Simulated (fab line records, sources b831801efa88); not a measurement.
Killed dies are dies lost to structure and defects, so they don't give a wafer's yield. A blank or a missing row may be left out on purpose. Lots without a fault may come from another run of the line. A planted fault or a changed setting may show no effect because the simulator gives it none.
Chamber matching | flow gf180mcu | GF_V5_CVD_02 on pecvd-01: 3 sister chambers
The step deposits SiO2 from TEOS, target thk 1450 nm, time 163.28 s. 14 wafers are shown with their chamber, then 7 later ones without.

WAFERS WITH THEIR CHAMBER
wafer  | chamber | susceptor_temp_C (C) | heater_power_w (W)
L078.3 | 0       | 399.83               | 683
L078.4 | 1       | 399.93               | 579
L078.6 | 2       | 399.98               | 606
L079.3 | 2       | 399.51               | 729
L079.5 | 1       | 399.98               | 695
L079.6 | 2       | 399.51               | 609
L084.1 | 0       | 399.77               | 745
L084.3 | 0       | 400.08               | 581
L084.5 | 2       | 399.89               | 705
L087.1 | 2       | 399.79               | 674
L087.3 | 0       | 400.12               | 673
L087.5 | 2       | 399.68               | 740
L088.1 | 2       | 400.01               | 721
L088.4 | 1       | 400.15               | 570

SIGNATURES (means of the wafers above)
reading          | chamber 0 | chamber 1 | chamber 2 | scatter within a chamber
susceptor_temp_C | 399.9500  | 400.0200  | 399.7671  | 0.186
heater_power_w   | 670.50    | 614.67    | 683.43    | 62
Rule: a wafer's distance from a chamber is the root of the sum, over the readings, of the square of ((its reading less the chamber's mean) divided by the reading's scatter). The wafer belongs to the nearest chamber; if the next one is less than 2 further off, it can't be placed. The scatter: the root of (the sum of the squares of (reading less its chamber's mean) over the shown wafers, divided by (wafers less chambers)).

WAFERS WITHOUT THEIR CHAMBER
wafer  | susceptor_temp_C (C) | heater_power_w (W)
L088.6 | 400.43               | 718
L094.2 | 400.14               | 632
L094.4 | 399.71               | 589
L094.5 | 399.95               | 723
L096.4 | 399.67               | 749
L096.5 | 400.34               | 779
L096.6 | 400.55               | 572

WHICH CHAMBER EACH WENT THROUGH
wafer  | from the rows above          | in truth
L088.6 | can't be placed: 0 or 1 or 2 | 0
L094.2 | can't be placed: 1 or 0 or 2 | 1
L094.4 | can't be placed: 2 or 1 or 0 | 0
L094.5 | can't be placed: 0 or 2 or 1 | 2
L096.4 | can't be placed: 2 or 0 or 1 | 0
L096.5 | can't be placed: 0 or 1 or 2 | 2
L096.6 | can't be placed: 1 or 0 or 2 | 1
Placed correctly: 0 of 7. Can't be placed from these rows: 7 (the true chamber is among the candidates in 7). Placed wrongly: 0.
